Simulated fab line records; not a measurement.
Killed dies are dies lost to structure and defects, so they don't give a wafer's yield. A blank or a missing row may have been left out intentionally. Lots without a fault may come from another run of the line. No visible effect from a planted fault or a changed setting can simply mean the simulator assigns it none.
fab line records -- flow sky130
record: lots: 12, wafers: 36, last-day: 50
route steps=708 shown PWDE@54 NWELL@77 PAD_OPEN@708
lots that met no fault: taken from a fault-free run of the same line
start-h: start of the lot's first displayed wafer, in hours after the record's first day -- wait-h: how many hours have passed since the lot's step before this one -- " identical to the entry in the row above -- L1.1+2: one row covering several wafers at once -- - value missing, or start not given -- * or withheld: withheld -- < > ~ a bound
route shown NAME@n: a module of which the file shows steps, and the number in the route of the first -- usual: mean/standard deviation taken from wafers without a fault -- same: alike in all rows -- chamber/n: place in a boat -- sites: readings site by site -- _std_site: standard deviation across them -- _edge_site: mean of outer sites minus mean of inner sites -- radius-mm: for every site, how far away it sits from the centre of the wafer -- mask NAME#n: copy n -- behind: the most recent tool/chamber to have shaped the wafer -- hold: the reason the lot was held/the length of the hold in hours/how it ended -- device: the n, p or np transistor that did not switch -- end of line: the same wafers' tests at the end of the route -- a step without rows: its recipe alone -- killed: count of dies lost to structure and defects at first sort (not the wafer's yield) -- map: per-die view of a wafer (x killed, . not killed, _ where there is no die)
set.NAME: setting as actually run; set.NAME@STEP: the setting as run at that earlier step -- model.NAME: the simulator's own value behind a step, which no gauge read
one table for each step of the route and one row for each wafer, over a sample of lots
services: a tool's chamber out of use, with start hour (start-h, from the record's first day; less than 0 if before it), hours out, and reason
== steps ==
step: SKY_PWDE_STRIP_09
recipe: chemistry: O2/N2, power-w: 1400, pressure-mtorr: 1500, platen-temp-c: withheld, o2-flow-sccm: 3000, n2-flow-sccm: 300, overash-fraction: 0.5
usual: drypump-motor-current-A: 5.6/0.44, oes-product-au: 0.723/0.0045, strip-time-to-endpoint-s: 36.96/0.11
lot.wafer,tool,chamber,start-h,wait-h,drypump-motor-current-A,oes-product-au,rf-hours-counter-h,strip-time-to-endpoint-s
L930.1,plasma-asher-04,1,68.73,0.1,5.2,0.723,37,37.12
L930.2,plasma-asher-04,0,68.73,0.1,5.7,0.723,37,37.06
L930.4,plasma-asher-04,1,68.73,0.1,5.2,0.724,-,36.95
L931.1,plasma-asher-04,0,75.55,0.1,5.8,0.723,38,36.79
L931.3,plasma-asher-04,0,75.55,0.1,5.8,0.721,-,36.75
L931.5,plasma-asher-04,0,75.55,0.1,5.8,0.726,-,36.68
L932.1,plasma-asher-03,0,81.98,0.1,5.2,0.725,37,36.84
L932.2,plasma-asher-03,1,81.98,0.1,6.2,0.718,37,36.88
L932.6,plasma-asher-03,0,81.98,0.1,5.2,0.724,-,36.74
L935.1,plasma-asher-02,1,116.12,0.1,5.2,0.721,30,36.85
L935.4,plasma-asher-02,1,116.12,0.1,5.2,0.729,-,36.81
L935.6,plasma-asher-02,1,116.12,0.1,5.2,0.725,-,36.87
L936.3,plasma-asher-03,1,116.50,0.1,6.2,0.725,-,37.04
L936.4,plasma-asher-03,0,116.50,0.1,5.2,0.719,-,37.10
L936.5,plasma-asher-03,0,116.50,0.1,5.2,0.722,-,37.08
L938.2,plasma-asher-03,0,134.81,0.1,5.3,0.722,43,36.89
L938.4,plasma-asher-03,0,134.81,0.1,5.3,0.723,-,37.00
L938.5,plasma-asher-03,1,134.81,0.1,6.2,0.727,-,36.92
L940.2,plasma-asher-03,1,135.23,0.1,6.3,0.723,43,36.93
L940.5,plasma-asher-03,1,135.23,0.1,6.3,0.721,-,36.99
L940.6,plasma-asher-03,0,135.23,0.1,5.2,0.718,-,36.92
L941.3,plasma-asher-02,1,154.90,0.1,5.2,0.723,-,37.13
L941.4,plasma-asher-02,0,154.90,0.1,6.1,0.716,-,37.09
L941.5,plasma-asher-02,1,154.90,0.1,5.2,0.724,-,37.18
L948.2,plasma-asher-03,1,178.25,0.1,6.3,0.718,47,36.96
L948.3,plasma-asher-03,0,178.25,0.1,5.2,0.720,-,37.05
L948.4,plasma-asher-03,1,178.25,0.1,6.2,0.719,-,37.03
L949.3,plasma-asher-04,0,182.45,0.1,5.8,0.728,-,37.00
L949.4,plasma-asher-04,1,182.45,0.1,5.2,0.714,-,36.98
L949.6,plasma-asher-04,0,182.45,0.1,5.7,0.729,-,36.90
L952.4,plasma-asher-02,0,191.55,0.1,6.1,0.721,-,37.07
L952.5,plasma-asher-02,1,191.55,0.1,5.2,0.726,-,37.10
L952.6,plasma-asher-02,0,191.55,0.1,6.1,0.723,-,37.00
L953.1,plasma-asher-02,0,201.00,0.1,6.1,0.717,38,36.98
L953.4,plasma-asher-02,0,201.00,0.1,6.1,0.723,-,36.89
L953.5,plasma-asher-02,1,201.00,0.1,5.2,0.730,-,37.01
step: SKY_NWELL_IMPLANT_24
recipe: species: B, energy-kev: 140, dose-cm2: 9.2e+12, tilt-deg: withheld
usual: dose-ions-cm2: 9.2e+12/1e+10, faraday-current-uA: 51.9/1
lot.wafer,tool,chamber,start-h,wait-h,dose-ions-cm2,faraday-current-uA
L930.1,implanter-03,0,100.62,0.0,9.198e+12,49.5
L930.2,implanter-03,0,100.62,0.0,9.197e+12,52.7
L930.4,implanter-03,0,100.62,0.0,9.209e+12,50.1
L931.1,implanter-04,0,108.76,0.0,9.192e+12,52.0
L931.3,implanter-04,0,108.76,0.0,9.19e+12,53.4
L931.5,implanter-04,0,108.76,0.0,9.188e+12,51.1
L932.1,implanter-03,0,115.71,0.0,9.182e+12,50.8
L932.2,implanter-03,0,115.71,0.0,9.187e+12,53.2
L932.6,implanter-03,0,115.71,0.0,9.199e+12,52.6
L935.1,implanter-02,0,153.67,0.0,9.187e+12,51.1
L935.4,implanter-02,0,153.67,0.0,9.18e+12,53.6
L935.6,implanter-02,0,153.67,0.0,9.194e+12,50.4
L936.3,implanter-04,0,154.07,0.1,9.218e+12,53.5
L936.4,implanter-04,0,154.07,0.1,9.196e+12,51.9
L936.5,implanter-04,0,154.07,0.1,9.202e+12,53.7
L938.2,implanter-04,0,175.46,0.0,6.792e+12,38.8
L938.4,implanter-04,0,175.46,0.0,6.801e+12,38.0
L938.5,implanter-04,0,175.46,0.0,6.801e+12,38.3
L940.2,implanter-02,0,176.75,0.0,9.21e+12,52.7
L940.5,implanter-02,0,176.75,0.0,9.195e+12,52.1
L940.6,implanter-02,0,176.75,0.0,9.205e+12,53.2
L941.3,implanter-04,0,197.37,0.1,6.81e+12,36.9
L941.4,implanter-04,0,197.37,0.1,6.811e+12,38.6
L941.5,implanter-04,0,197.37,0.1,6.828e+12,37.5
L948.2,implanter-03,0,222.91,0.0,9.203e+12,51.8
L948.3,implanter-03,0,222.91,0.0,9.183e+12,51.8
L948.4,implanter-03,0,222.91,0.0,9.181e+12,54.0
L949.3,implanter-03,0,225.97,0.1,9.214e+12,52.0
L949.4,implanter-03,0,225.97,0.1,9.217e+12,51.1
L949.6,implanter-03,0,225.97,0.1,9.207e+12,51.6
L952.4,implanter-03,0,236.38,0.1,9.196e+12,52.4
L952.5,implanter-03,0,236.38,0.1,9.196e+12,52.5
L952.6,implanter-03,0,236.38,0.1,9.209e+12,53.3
L953.1,implanter-03,0,245.91,0.0,9.205e+12,52.3
L953.4,implanter-03,0,245.91,0.0,9.188e+12,53.0
L953.5,implanter-03,0,245.91,0.0,9.21e+12,49.7
step: SKY_NWELL_TW_MEAS_26
usual: NWELL_2_TW: 494/3.6
lot.wafer,tool,chamber,start-h,wait-h,hold,NWELL_2_TW
L930.1,film-metro-01,-,100.87,0.1,-,491
L930.2,film-metro-01,-,100.87,0.1,-,492
L930.4,film-metro-01,-,100.87,0.1,-,492
L931.1,film-metro-04,-,109.01,0.1,-,493
L931.3,film-metro-04,-,109.01,0.1,-,495
L931.5,film-metro-04,-,109.01,0.1,-,491
L932.1,film-metro-02,-,115.96,0.1,-,501
L932.2,film-metro-02,-,115.96,0.1,-,499
L932.6,film-metro-02,-,115.96,0.1,-,497
L935.1,film-metro-01,-,153.92,0.1,-,493
L935.4,film-metro-01,-,153.92,0.1,-,494
L935.6,film-metro-01,-,153.92,0.1,-,492
L936.3,film-metro-04,-,154.32,0.1,-,494
L936.4,film-metro-04,-,154.32,0.1,-,492
L936.5,film-metro-04,-,154.32,0.1,-,494
L938.2,film-metro-04,-,175.69,0.1,await-dispo/0.2h/release,448
L938.4,film-metro-04,-,175.69,0.1,await-dispo/0.2h/release,449
L938.5,film-metro-04,-,175.69,0.1,await-dispo/0.2h/release,448
L938.2,film-metro-04,-,176.02,0.3,-,449
L938.4,film-metro-04,-,176.02,0.3,-,446
L938.5,film-metro-04,-,176.02,0.3,-,449
L940.2,film-metro-01,-,176.98,0.1,-,493
L940.5,film-metro-01,-,176.98,0.1,-,493
L940.6,film-metro-01,-,176.98,0.1,-,493
L941.3,film-metro-04,-,197.59,0.1,await-dispo/0.2h/release,451
L941.4,film-metro-04,-,197.59,0.1,await-dispo/0.2h/release,450
L941.5,film-metro-04,-,197.59,0.1,await-dispo/0.2h/release,450
L941.3,film-metro-04,-,197.82,0.2,-,452
L941.4,film-metro-04,-,197.82,0.2,-,451
L941.5,film-metro-04,-,197.82,0.2,-,450
L948.2,film-metro-01,-,223.14,0.1,-,488
L948.3,film-metro-01,-,223.14,0.1,-,486
L948.4,film-metro-01,-,223.14,0.1,-,487
L949.3,film-metro-04,-,226.19,0.1,-,494
L949.4,film-metro-04,-,226.19,0.1,-,496
L949.6,film-metro-04,-,226.19,0.1,-,495
L952.4,film-metro-02,-,236.59,0.1,-,496
L952.5,film-metro-02,-,236.59,0.1,-,498
L952.6,film-metro-02,-,236.59,0.1,-,498
L953.1,film-metro-01,-,246.16,0.1,-,493
L953.4,film-metro-01,-,246.16,0.1,-,492
L953.5,film-metro-01,-,246.16,0.1,-,493
step: SKY_NWELL_RTA_28
recipe: temp-c: 1050, time-s: 30, idle-temp-c: 650, ramp-up-c-per-s: 150, ramp-down-c-per-s: 90, ambient: N2
usual: lamp-power-pct: 25.31/0.058, ramp-down-c-per-s: 90.002/0.015, wafer_temp_C_max: 1054.8/0.92
same: time-s: 30
lot.wafer,tool,chamber,start-h,wait-h,lamp-power-pct,ramp-down-c-per-s,wafer_temp_C_max
L930.1,rtp-anneal-01,0,100.98,0.0,25.24,90.015,1054.4
L930.2,rtp-anneal-01,0,100.98,0.0,25.41,90.011,1056.5
L930.4,rtp-anneal-01,0,100.98,0.0,25.31,90.002,1054.2
L931.1,rtp-anneal-01,0,109.12,0.0,25.29,89.990,1054.6
L931.3,rtp-anneal-01,0,109.12,0.0,25.29,89.983,1054.0
L931.5,rtp-anneal-01,0,109.12,0.0,25.36,90.011,1055.3
L932.1,rtp-anneal-02,0,116.07,0.0,25.24,89.995,1053.9
L932.2,rtp-anneal-02,0,116.07,0.0,25.26,89.997,1055.8
L932.6,rtp-anneal-02,0,116.07,0.0,25.34,90.007,1053.9
L935.1,rtp-anneal-02,0,154.03,0.0,25.35,90.007,1056.2
L935.4,rtp-anneal-02,0,154.03,0.0,25.30,90.014,1054.4
L935.6,rtp-anneal-02,0,154.03,0.0,25.22,89.987,1054.4
L936.3,rtp-anneal-01,0,154.45,0.0,25.37,89.982,1055.7
L936.4,rtp-anneal-01,0,154.45,0.0,25.27,90.015,1054.0
L936.5,rtp-anneal-01,0,154.45,0.0,25.33,89.996,1054.4
L938.2,rtp-anneal-01,0,176.98,0.0,25.29,89.991,1054.5
L938.4,rtp-anneal-01,0,176.98,0.0,25.30,90.021,1053.5
L938.5,rtp-anneal-01,0,176.98,0.0,25.39,89.980,1054.8
L940.2,rtp-anneal-01,0,177.10,0.0,25.30,90.021,1054.5
L940.5,rtp-anneal-01,0,177.10,0.0,25.20,89.992,1053.9
L940.6,rtp-anneal-01,0,177.10,0.0,25.30,90.037,1054.6
L941.3,rtp-anneal-01,0,203.61,0.0,25.37,90.007,1057.4
L941.4,rtp-anneal-01,0,203.61,0.0,25.28,90.001,1055.8
L941.5,rtp-anneal-01,0,203.61,0.0,25.30,89.984,1055.0
L948.2,rtp-anneal-02,0,223.28,0.0,25.33,89.999,1055.8
L948.3,rtp-anneal-02,0,223.28,0.0,25.35,90.002,1055.0
L948.4,rtp-anneal-02,0,223.28,0.0,25.23,90.018,1055.3
L949.3,rtp-anneal-02,0,226.35,0.1,25.19,90.000,1054.5
L949.4,rtp-anneal-02,0,226.35,0.1,25.28,90.003,1054.5
L949.6,rtp-anneal-02,0,226.35,0.1,25.33,89.997,1057.0
L952.4,rtp-anneal-02,0,236.77,0.1,25.28,89.996,1054.2
L952.5,rtp-anneal-02,0,236.77,0.1,25.31,90.003,1053.7
L952.6,rtp-anneal-02,0,236.77,0.1,25.31,89.998,1054.5
L953.1,rtp-anneal-02,0,246.27,0.0,25.40,89.974,1055.1
L953.4,rtp-anneal-02,0,246.27,0.0,25.37,89.995,1054.4
L953.5,rtp-anneal-02,0,246.27,0.0,25.18,89.987,1054.1
step: SKY_NWELL_RS_MEAS_31
recipe: thk-meas-gauge: four-point-probe
usual: PWDE_RS: 5270/18
lot.wafer,tool,chamber,start-h,wait-h,PWDE_RS[ohm/sq]
L930.1,film-metro-04,-,101.32,0.1,5245
L930.2,film-metro-04,-,101.32,0.1,5255
L930.4,film-metro-04,-,101.32,0.1,5264
L931.1,film-metro-02,-,109.46,0.1,5295
L931.3,film-metro-02,-,109.46,0.1,5299
L931.5,film-metro-02,-,109.46,0.1,5288
L932.1,film-metro-04,-,116.41,0.1,5255
L932.2,film-metro-04,-,116.41,0.1,5246
L932.6,film-metro-04,-,116.41,0.1,5252
L935.1,film-metro-02,-,154.37,0.1,5249
L935.4,film-metro-02,-,154.37,0.1,5242
L935.6,film-metro-02,-,154.37,0.1,5226
L936.3,film-metro-01,-,154.80,0.1,5277
L936.4,film-metro-01,-,154.80,0.1,5249
L936.5,film-metro-01,-,154.80,0.1,5255
L940.2,film-metro-04,-,177.44,0.1,5269
L940.5,film-metro-04,-,177.44,0.1,5291
L940.6,film-metro-04,-,177.44,0.1,5252
L938.2,film-metro-04,-,177.56,0.2,5291
L938.4,film-metro-04,-,177.56,0.2,5296
L938.5,film-metro-04,-,177.56,0.2,5286
L941.3,film-metro-04,-,203.95,0.1,5254
L941.4,film-metro-04,-,203.95,0.1,5258
L941.5,film-metro-04,-,203.95,0.1,5260
L948.2,film-metro-01,-,223.70,0.1,5296
L948.3,film-metro-01,-,223.70,0.1,5306
L948.4,film-metro-01,-,223.70,0.1,5292
L949.3,film-metro-04,-,226.76,0.1,5247
L949.4,film-metro-04,-,226.76,0.1,5259
L949.6,film-metro-04,-,226.76,0.1,5283
L952.4,film-metro-01,-,237.17,0.1,5270
L952.5,film-metro-01,-,237.17,0.1,5276
L952.6,film-metro-01,-,237.17,0.1,5260
L953.1,film-metro-02,-,246.61,0.1,5247
L953.4,film-metro-02,-,246.61,0.1,5270
L953.5,film-metro-02,-,246.61,0.1,5261
step: SKY_PAD_OPEN_PROBE_99
usual: killed_at_M0_to_M3: 44/6.2, killed_at_M4_up: 3.3/1.8, killed-at-contacts: 25/5.8, killed-at-front-end: 15/4, killed-at-other: 0.3/0.49, killed-dies: 88/8.8, killed-open: 48/6.5, killed-short: 39/6.3
same: gross-dies: 492, killed-at-back-side: 0
lot.wafer,tool,chamber,start-h,wait-h,killed_at_M0_to_M3,killed_at_M4_up,killed-at-contacts,killed-at-front-end,killed-at-other,killed-dies,killed-open,killed-short
L931.1,prober-02,-,1084.11,0.1,48,1,21,18,0,88,52,36
L931.3,prober-02,-,1084.21,0.2,48,2,30,15,0,95,53,42
L931.5,prober-02,-,1084.31,0.2,58,3,17,15,1,94,55,39
L930.1,prober-01,-,1085.61,0.1,45,5,31,13,0,94,57,37
L930.2,prober-01,-,1085.66,0.1,41,6,24,16,0,87,44,43
L930.4,prober-01,-,1085.76,0.2,39,4,37,13,0,93,50,42
L932.1,prober-02,-,1092.71,0.1,49,5,30,17,0,101,59,42
L932.2,prober-02,-,1092.76,0.1,45,4,26,11,0,86,45,41
L932.6,prober-02,-,1092.96,0.2,36,2,18,15,0,71,45,26
L935.1,prober-01,-,1128.26,0.1,44,2,33,11,0,90,54,36
L935.4,prober-01,-,1128.41,0.2,38,3,28,16,1,86,50,36
L935.6,prober-01,-,1128.51,0.2,38,3,15,14,0,70,32,38
L936.3,prober-02,-,1134.46,0.2,45,4,15,13,1,78,42,35
L936.4,prober-02,-,1134.51,0.2,51,2,31,18,2,104,52,52
L936.5,prober-02,-,1134.56,0.2,42,5,23,18,0,88,51,37
L940.2,prober-01,-,1153.11,0.1,43,4,19,24,0,90,42,48
L940.5,prober-01,-,1153.26,0.2,42,5,22,19,0,88,45,43
L940.6,prober-01,-,1153.31,0.2,43,2,18,21,0,84,51,33
L938.2,prober-01,-,1157.25,0.1,49,1,17,14,0,81,45,36
L938.4,prober-01,-,1157.35,0.2,44,6,30,13,0,93,46,47
L938.5,prober-01,-,1157.40,0.2,44,6,18,18,1,87,45,42
L941.3,prober-01,-,1171.69,0.2,54,3,31,13,0,101,60,40
L941.4,prober-01,-,1171.74,0.2,50,8,27,20,0,105,54,50
L941.5,prober-01,-,1171.79,0.2,47,5,27,13,0,92,53,39
L948.2,prober-02,-,1185.97,0.1,40,4,24,19,0,87,53,34
L948.3,prober-02,-,1186.02,0.2,35,1,22,14,0,72,44,28
L948.4,prober-02,-,1186.07,0.2,48,3,25,11,0,87,50,37
L949.3,prober-01,-,1195.28,0.2,56,9,17,16,0,98,46,52
L949.4,prober-01,-,1195.33,0.2,48,4,29,8,0,89,52,37
L949.6,prober-01,-,1195.43,0.2,46,5,18,10,0,79,43,36
L952.4,prober-02,-,1200.02,0.2,47,2,42,18,0,109,46,63
L952.5,prober-02,-,1200.07,0.2,47,3,20,22,1,93,56,37
L952.6,prober-02,-,1200.12,0.2,46,5,27,17,0,95,55,40
L953.1,prober-02,-,1204.27,0.1,43,4,25,23,1,96,49,44
L953.4,prober-02,-,1204.42,0.2,41,2,37,19,1,100,46,53
L953.5,prober-02,-,1204.47,0.2,45,4,28,13,0,90,47,42
killed by level:class
L931.1 VIA1:geometric-particle:open=18 CONTACT:geometric-particle:open=9 LI_CONTACT:geometric-particle:open=7 VIA1:geometric-particle:short=7 POLY_GATE:geometric-particle:short=6 METAL1:geometric-particle:short=5 FIELD_ISO:geometric-particle:short=4 POLY_GATE:geometric-particle:open=4
L931.3 CONTACT:geometric-particle:open=13 VIA1:geometric-particle:open=10 LI_CONTACT:geometric-particle:open=7 VIA2:geometric-particle:open=7 VIA3:geometric-particle:open=6 VIA1:geometric-particle:short=5 VIA2:geometric-particle:short=5 METAL2:geometric-particle:short=5
L931.5 VIA1:geometric-particle:open=16 LI_CONTACT:geometric-particle:open=10 VIA3:geometric-particle:open=7 VIA1:geometric-particle:short=6 POLY_GATE:geometric-particle:open=5 METAL2:geometric-particle:short=5 METAL1:geometric-particle:short=5 VIA2:geometric-particle:open=5
L930.1 CONTACT:geometric-particle:open=11 VIA1:geometric-particle:open=11 VIA3:geometric-particle:open=11 LI_CONTACT:geometric-particle:open=8 CONTACT:geometric-particle:short=6 POLY_GATE:geometric-particle:open=5 VIA2:geometric-particle:open=5 METAL4:geometric-particle:short=5
L930.2 VIA1:geometric-particle:open=11 CONTACT:geometric-particle:open=8 LI_CONTACT:geometric-particle:open=7 POLY_GATE:geometric-particle:short=6 CONTACT:geometric-particle:short=6 VIA3:geometric-particle:open=6 METAL4:geometric-particle:short=5 METAL1:geometric-particle:short=5
L930.4 LI_CONTACT:geometric-particle:open=13 CONTACT:geometric-particle:open=11 METAL2:geometric-particle:short=7 LOCAL_INTERCONNECT:geometric-particle:short=6 VIA1:geometric-particle:open=6 VIA3:geometric-particle:open=6 CONTACT:geometric-particle:short=5 POLY_GATE:geometric-particle:short=4
L932.1 CONTACT:geometric-particle:open=13 VIA2:geometric-particle:open=11 VIA1:geometric-particle:open=10 POLY_GATE:geometric-particle:open=7 LI_CONTACT:geometric-particle:open=6 METAL2:geometric-particle:short=6 VIA2:geometric-particle:short=5 LI_CONTACT:geometric-particle:short=5
L932.2 VIA2:geometric-particle:open=11 VIA1:geometric-particle:open=9 LI_CONTACT:geometric-particle:open=8 VIA2:geometric-particle:short=7 LOCAL_INTERCONNECT:geometric-particle:short=6 CONTACT:geometric-particle:open=6 CONTACT:geometric-particle:short=5 POLY_GATE:geometric-particle:short=4
L932.6 VIA2:geometric-particle:open=10 CONTACT:geometric-particle:open=9 VIA1:geometric-particle:open=7 VIA3:geometric-particle:open=5 FIELD_ISO:geometric-particle:short=4 SPACER:geometric-particle:open=4 LI_CONTACT:geometric-particle:open=4 LOCAL_INTERCONNECT:geometric-particle:short=3
L935.1 CONTACT:geometric-particle:open=16 VIA1:geometric-particle:open=11 VIA1:geometric-particle:short=7 VIA2:geometric-particle:open=7 CONTACT:geometric-particle:short=6 VIA3:geometric-particle:open=5 FIELD_ISO:geometric-particle:open=4 LOCAL_INTERCONNECT:geometric-particle:short=4
L935.4 CONTACT:geometric-particle:open=14 POLY_GATE:geometric-particle:open=7 VIA3:geometric-particle:open=7 VIA1:geometric-particle:open=6 LI_CONTACT:geometric-particle:open=6 POLY_GATE:geometric-particle:short=4 VIA1:geometric-particle:short=4 METAL3:geometric-particle:short=4
L935.6 VIA1:geometric-particle:open=8 LOCAL_INTERCONNECT:geometric-particle:short=6 VIA2:geometric-particle:open=6 METAL1:geometric-particle:short=5 CONTACT:geometric-particle:open=5 METAL2:geometric-particle:short=5 VIA1:geometric-particle:short=5 POLY_GATE:geometric-particle:open=4
L936.3 VIA2:geometric-particle:open=11 VIA1:geometric-particle:open=9 VIA3:geometric-particle:open=7 CONTACT:geometric-particle:short=5 CONTACT:geometric-particle:open=4 METAL3:geometric-particle:short=4 METAL4:geometric-particle:short=4 LI_CONTACT:geometric-particle:open=3
L936.4 CONTACT:geometric-particle:open=11 VIA2:geometric-particle:open=11 METAL1:geometric-particle:short=10 LI_CONTACT:geometric-particle:open=8 VIA1:geometric-particle:open=8 FIELD_ISO:geometric-particle:short=6 CONTACT:geometric-particle:short=6 POLY_GATE:geometric-particle:short=5
L936.5 VIA1:geometric-particle:open=11 CONTACT:geometric-particle:open=8 VIA2:geometric-particle:open=8 METAL1:geometric-particle:short=6 VIA1:geometric-particle:short=6 FIELD_ISO:geometric-particle:open=5 LI_CONTACT:geometric-particle:open=5 VIA3:geometric-particle:open=5
L940.2 FIELD_ISO:geometric-particle:short=10 VIA1:geometric-particle:open=10 CONTACT:geometric-particle:open=8 VIA1:geometric-particle:short=7 LI_CONTACT:geometric-particle:open=6 METAL1:geometric-particle:short=6 VIA3:geometric-particle:open=5 POLY_GATE:geometric-particle:short=4
L940.5 VIA1:geometric-particle:open=12 CONTACT:geometric-particle:open=10 FIELD_ISO:geometric-particle:short=6 LI_CONTACT:geometric-particle:open=6 METAL1:geometric-particle:short=6 VIA1:geometric-particle:short=5 VIA3:geometric-particle:short=5 FIELD_ISO:geometric-particle:open=4
L940.6 VIA1:geometric-particle:open=14 FIELD_ISO:geometric-particle:short=9 CONTACT:geometric-particle:open=8 LI_CONTACT:geometric-particle:open=6 VIA2:geometric-particle:open=6 METAL2:geometric-particle:short=6 FIELD_ISO:geometric-particle:open=4 METAL1:geometric-particle:open=4
L938.2 VIA2:geometric-particle:open=9 VIA1:geometric-particle:open=8 METAL1:geometric-particle:short=7 VIA3:geometric-particle:open=6 LI_CONTACT:geometric-particle:open=5 VIA3:geometric-particle:short=5 FIELD_ISO:geometric-particle:open=4 POLY_GATE:geometric-particle:open=4
L938.4 VIA1:geometric-particle:open=12 LOCAL_INTERCONNECT:geometric-particle:short=10 CONTACT:geometric-particle:open=8 CONTACT:geometric-particle:short=6 VIA2:geometric-particle:open=5 METAL1:geometric-particle:short=5 METAL4:geometric-particle:short=5 METAL2:geometric-particle:short=4
L938.5 VIA1:geometric-particle:open=8 LI_CONTACT:geometric-particle:open=8 METAL1:geometric-particle:short=8 VIA2:geometric-particle:open=8 VIA3:geometric-particle:open=6 VIA3:geometric-particle:short=5 POLY_GATE:geometric-particle:short=4 CONTACT:geometric-particle:open=4
L941.3 CONTACT:geometric-particle:open=13 VIA1:geometric-particle:open=13 LI_CONTACT:geometric-particle:open=11 METAL1:geometric-particle:short=8 VIA3:geometric-particle:open=6 METAL2:geometric-particle:short=6 FIELD_ISO:geometric-particle:open=5 FIELD_ISO:geometric-particle:short=5
L941.4 LI_CONTACT:geometric-particle:open=8 VIA2:geometric-particle:short=8 VIA3:geometric-particle:open=8 LI_CONTACT:geometric-particle:short=7 VIA2:geometric-particle:open=7 VIA1:geometric-particle:open=6 CONTACT:geometric-particle:open=6 FIELD_ISO:geometric-particle:short=5
L941.5 VIA2:geometric-particle:open=11 CONTACT:geometric-particle:open=10 VIA1:geometric-particle:open=9 LI_CONTACT:geometric-particle:open=7 FIELD_ISO:geometric-particle:short=6 VIA3:geometric-particle:open=6 METAL2:geometric-particle:short=6 METAL4:geometric-particle:short=5
L948.2 CONTACT:geometric-particle:open=12 VIA1:geometric-particle:open=11 FIELD_ISO:geometric-particle:open=8 VIA3:geometric-particle:open=7 LI_CONTACT:geometric-particle:open=7 FIELD_ISO:geometric-particle:short=5 CONTACT:geometric-particle:short=4 METAL1:geometric-particle:short=4
L948.3 CONTACT:geometric-particle:open=10 VIA2:geometric-particle:open=7 VIA1:geometric-particle:open=6 LI_CONTACT:geometric-particle:open=6 FIELD_ISO:geometric-particle:open=5 METAL2:geometric-particle:short=5 VIA3:geometric-particle:open=5 VIA3:geometric-particle:short=4
L948.4 VIA1:geometric-particle:open=10 VIA2:geometric-particle:open=9 VIA3:geometric-particle:open=8 CONTACT:geometric-particle:open=8 METAL1:geometric-particle:short=8 CONTACT:geometric-particle:short=7 POLY_GATE:geometric-particle:open=5 LI_CONTACT:geometric-particle:open=4
L949.3 METAL1:geometric-particle:short=12 VIA2:geometric-particle:open=11 VIA2:geometric-particle:short=6 VIA1:geometric-particle:open=5 LI_CONTACT:geometric-particle:short=5 CONTACT:geometric-particle:open=5 METAL2:geometric-particle:short=5 FIELD_ISO:geometric-particle:short=4
L949.4 VIA2:geometric-particle:open=11 CONTACT:geometric-particle:open=10 VIA3:geometric-particle:open=10 METAL1:geometric-particle:short=9 CONTACT:geometric-particle:short=7 VIA1:geometric-particle:open=7 LI_CONTACT:geometric-particle:open=6 LOCAL_INTERCONNECT:geometric-particle:short=4
L949.6 METAL2:geometric-particle:short=8 VIA3:geometric-particle:open=8 VIA1:geometric-particle:open=7 LI_CONTACT:geometric-particle:open=6 CONTACT:geometric-particle:open=5 VIA3:geometric-particle:short=5 METAL1:geometric-particle:short=5 VIA2:geometric-particle:open=5
L952.4 CONTACT:geometric-particle:short=11 CONTACT:geometric-particle:open=10 LOCAL_INTERCONNECT:geometric-particle:short=10 VIA1:geometric-particle:open=10 VIA1:geometric-particle:short=9 VIA2:geometric-particle:open=8 POLY_GATE:geometric-particle:short=7 FIELD_ISO:geometric-particle:short=5
L952.5 VIA1:geometric-particle:open=16 CONTACT:geometric-particle:open=9 METAL2:geometric-particle:short=8 POLY_GATE:geometric-particle:open=6 POLY_GATE:geometric-particle:short=5 LI_CONTACT:geometric-particle:open=5 VIA3:geometric-particle:open=5 FIELD_ISO:geometric-particle:short=4
L952.6 CONTACT:geometric-particle:open=11 VIA2:geometric-particle:open=9 VIA1:geometric-particle:open=9 LOCAL_INTERCONNECT:geometric-particle:short=7 LI_CONTACT:geometric-particle:open=6 VIA3:geometric-particle:open=6 VIA1:geometric-particle:short=5 POLY_GATE:geometric-particle:short=4
L953.1 CONTACT:geometric-particle:open=10 VIA1:geometric-particle:open=10 CONTACT:geometric-particle:short=7 VIA1:geometric-particle:short=7 VIA2:geometric-particle:open=7 FIELD_ISO:geometric-particle:short=6 METAL2:geometric-particle:short=6 POLY_GATE:geometric-particle:open=5
L953.4 VIA1:geometric-particle:open=12 CONTACT:geometric-particle:short=10 CONTACT:geometric-particle:open=10 METAL2:geometric-particle:short=8 FIELD_ISO:geometric-particle:short=7 LI_CONTACT:geometric-particle:open=6 LOCAL_INTERCONNECT:geometric-particle:short=6 METAL1:geometric-particle:short=6
L953.5 CONTACT:geometric-particle:short=12 VIA2:geometric-particle:open=11 CONTACT:geometric-particle:open=7 LI_CONTACT:geometric-particle:open=6 VIA3:geometric-particle:open=5 METAL1:geometric-particle:short=5 VIA1:geometric-particle:open=5 METAL2:geometric-particle:short=5
== services ==
tool,chamber,start-h,hours,kind
implanter-02,-,47.65,0.6,repair
plasma-asher-04,-,49.02,0.7,repair
implanter-04,-,62.69,2.4,pm
implanter-04,-,71.29,0.9,repair
plasma-asher-03,-,77.61,0.5,repair
plasma-asher-02,-,85.59,2.8,pm
implanter-04,-,145.59,3.4,repair
implanter-02,-,156.09,4.1,repair
implanter-03,-,156.25,5.5,pm
implanter-04,-,164.14,2.1,repair
implanter-03,-,172.57,1.1,repair
implanter-02,-,186.22,1.2,repair
implanter-03,-,199.87,3.0,pm
implanter-02,-,205.01,2.3,pm
plasma-asher-04,-,207.68,24.5,repair
implanter-02,-,209.36,1.7,repair
== key ==
first-sign: step: SKY_NWELL_IMPLANT_24, reading: dose-ions-cm2, direction: down, sigmas: 99+, usual: *, struck: *
effect: step: SKY_NWELL_IMPLANT_24, reading: faraday-current-uA, direction: down, sigmas: 13, usual: 51.9, struck: 38.0
effect: step: SKY_NWELL_TW_MEAS_26, reading: visit, direction: added
effect: step: SKY_NWELL_TW_MEAS_26, reading: NWELL_2_TW, direction: down, sigmas: 12, usual: 494, struck: 449
met-at SKY_NWELL_IMPLANT_24
struck-lots L938,L941
tester-left-out L938,L941
not-acting-at SKY_PWDE_STRIP_09,SKY_NWELL_RTA_28,SKY_NWELL_RS_MEAS_31
onset-between 154.07 175.46
fault: kind: process-parameter-drift, tool: implanter-04, chamber: -, onset-h: 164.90, steps: SKY_NWELL_IMPLANT_24, channel: dose-cm2, offset: *, shape: step, end-h: 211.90, acts-in: *, stated: *
tester-left-out: of these lots the tester's yield and bins aren't shown, on N5 and GAA mostly nor the transistor test; their killed dies are dies lost to structure and defects alone, not to doping, threshold or leakage, so they don't give the yield
